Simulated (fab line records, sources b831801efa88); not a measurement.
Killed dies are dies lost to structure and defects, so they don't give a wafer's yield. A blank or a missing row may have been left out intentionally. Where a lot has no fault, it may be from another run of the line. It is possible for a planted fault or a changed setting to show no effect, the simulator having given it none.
Matching of chambers | flow sky130 | rie_diel-01 running SKY_VIA4_ETCH_12: 4 sister chambers
The step etches SiO2 in C4F8/O2/Ar, stops on TiN, target depth 580 nm. 8 wafers are shown with their chamber, then 12 later ones without.

WAFERS WITH THEIR CHAMBER
wafer  | chamber | oes_product_au (a.u.) | chamber_pressure_mTorr (mTorr)
L083.4 | 2       | 0.931                 | 39.99
L084.4 | 3       | 0.933                 | 39.98
L082.1 | 2       | 0.927                 | 40.04
L082.2 | 3       | 0.931                 | 40.00
L082.3 | 0       | 0.919                 | 40.02
L082.4 | 1       | 0.928                 | 40.04
L082.5 | 1       | 0.924                 | 40.00
L082.6 | 0       | 0.931                 | 40.02

WAFERS WHOSE CHAMBER IS MISSING
wafer  | oes_product_au (a.u.) | chamber_pressure_mTorr (mTorr)
L090.1 | 0.931                 | 39.98
L090.4 | 0.929                 | 40.00
L090.5 | 0.930                 | 40.05
L091.1 | 0.928                 | 40.00
L091.2 | 0.928                 | 39.94
L091.4 | 0.923                 | 40.04
L095.1 | 0.931                 | 40.05
L095.4 | 0.934                 | 40.05
L095.5 | 0.928                 | 40.01
L096.2 | 0.923                 | 39.99
L096.4 | 0.923                 | 39.97
L096.5 | 0.920                 | 40.03

CHAMBER TAKEN BY EACH
wafer  | from the rows above               | in truth
L090.1 | can't be placed: 3 or 2 or 1 or 0 | 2
L090.4 | can't be placed: 2 or 3 or 1 or 0 | 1
L090.5 | can't be placed: 2 or 1 or 0 or 3 | 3
L091.1 | can't be placed: 2 or 1 or 3 or 0 | 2
L091.2 | can't be placed: 3 or 2 or 1 or 0 | 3
L091.4 | can't be placed: 0 or 1 or 2 or 3 | 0
L095.1 | can't be placed: 2 or 1 or 0 or 3 | 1
L095.4 | can't be placed: 2 or 1 or 0 or 3 | 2
L095.5 | can't be placed: 2 or 1 or 0 or 3 | 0
L096.2 | can't be placed: 0 or 1 or 2 or 3 | 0
L096.4 | can't be placed: 3 or 0 or 1 or 2 | 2
L096.5 | can't be placed: 0 or 1 or 2 or 3 | 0
Placed correctly: 0 of 12. Cannot be placed on the basis of these rows: 12; the candidates contain the true chamber in 12. Placed wrongly: 0.
How it was worked out, from the rows above alone: a wafer's distance from a chamber is the root of the sum, over the readings, of the square of ((its reading less the chamber's mean) divided by the reading's scatter). If the next closest chamber is less than 2 further off than the closest, the wafer can't be placed; otherwise it belongs to the closest. The mean given for a chamber averages the wafers shown for that chamber. The scatter: take each reading less its chamber's mean, square it, sum over the shown wafers, divide by the number of wafers less the number of chambers, and take the root.
